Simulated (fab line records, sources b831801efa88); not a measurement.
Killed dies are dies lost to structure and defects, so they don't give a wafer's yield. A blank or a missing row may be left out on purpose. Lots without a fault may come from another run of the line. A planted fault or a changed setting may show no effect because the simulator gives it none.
One fault seen from 2 desks | flow sfq_line | each desk has only its own numbers; what lay behind them comes last

THE TOOL OWNER'S DESK: cmp-02
The tool's own readings at SFQ_TRILAYER_I0_CMP_CMP_028 (polishes SiO2): means of the sampled wafers that have a number, for each lot that ran on this tool. A lot is out of limits, marked OUT, if its mean lies more than 4 standard deviations from the usual mean; the brackets give that distance.
Columns: A = motor_current_A at SFQ_TRILAYER_I0_CMP_CMP_028, usual 9.9 A; B = time_to_endpoint_s at SFQ_TRILAYER_I0_CMP_CMP_028, usual 217 s
lot  | first seen here | A    | B
L796 | day 11 11:00    | 9.5  | 221
L799 | day 12 09:50    | 9.3  | 224
L802 | day 13 15:50    | 9.9  | 214
L805 | day 14 10:05    | 9.9  | 181 (-4.4) OUT
L807 | day 14 21:35    | 10.3 | 155 (-7.5) OUT
L814 | day 17 05:41    | 9.9  | 215
L816 | day 18 06:22    | 9.9  | 212
L817 | day 18 17:35    | 9.4  | 222
This desk's finding: out of limits on L805, L807; first on L805, day 14 10:05 (time_to_endpoint_s at SFQ_TRILAYER_I0_CMP_CMP_028). In limits: L796, L799, L802, L814, L816, L817.

THE METROLOGY DESK
What the gauges read, lot by lot, whatever tool the lot ran on: means of the sampled wafers that have a number. A lot is out of limits, marked OUT, if its mean lies more than 4 standard deviations from the usual mean; the brackets give that distance.
Columns: A = I2_OVL at SFQ_I2_OVL_MEAS_918, usual -2 nm
lot  | first seen here | A
L795 | day 23 22:06    | 5
L796 | day 24 16:06    | 4
L799 | day 25 20:00    | -11
L802 | day 37 22:35    | -5
L803 | day 38 04:34    | -2
L805 | day 39 09:29    | -6
L807 | day 40 01:05    | -1
L809 | day 41 00:02    | -2
L811 | day 42 01:08    | -6
L814 | day 42 16:44    | 0
L815 | day 43 03:32    | -3
L816 | day 43 21:40    | 0
L817 | day 44 09:40    | -8
L818 | day 44 12:04    | -1
This desk's finding: nothing out of limits on any of the 14 lots.

PUT TOGETHER
The tool owner's desk could have raised an alarm at day 14 10:05, on L805, L807.
The metrology desk saw nothing out of limits.
The metrology desk has L805, L807 on record, within its limits.
Of the lots named, all ran SFQ_TRILAYER_I0_CMP_CMP_028 on cmp-02.

WHAT THE SIMULATOR HAD PUT IN
Process parameter drift: cmp-02, from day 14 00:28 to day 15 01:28, at SFQ_TRILAYER_I0_CMP_CMP_028. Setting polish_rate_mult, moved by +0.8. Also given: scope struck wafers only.
Lots struck among those shown: L805, L807.
Hours from the fault's start to each desk's first reading out of limits: the tool owner's desk, 10.
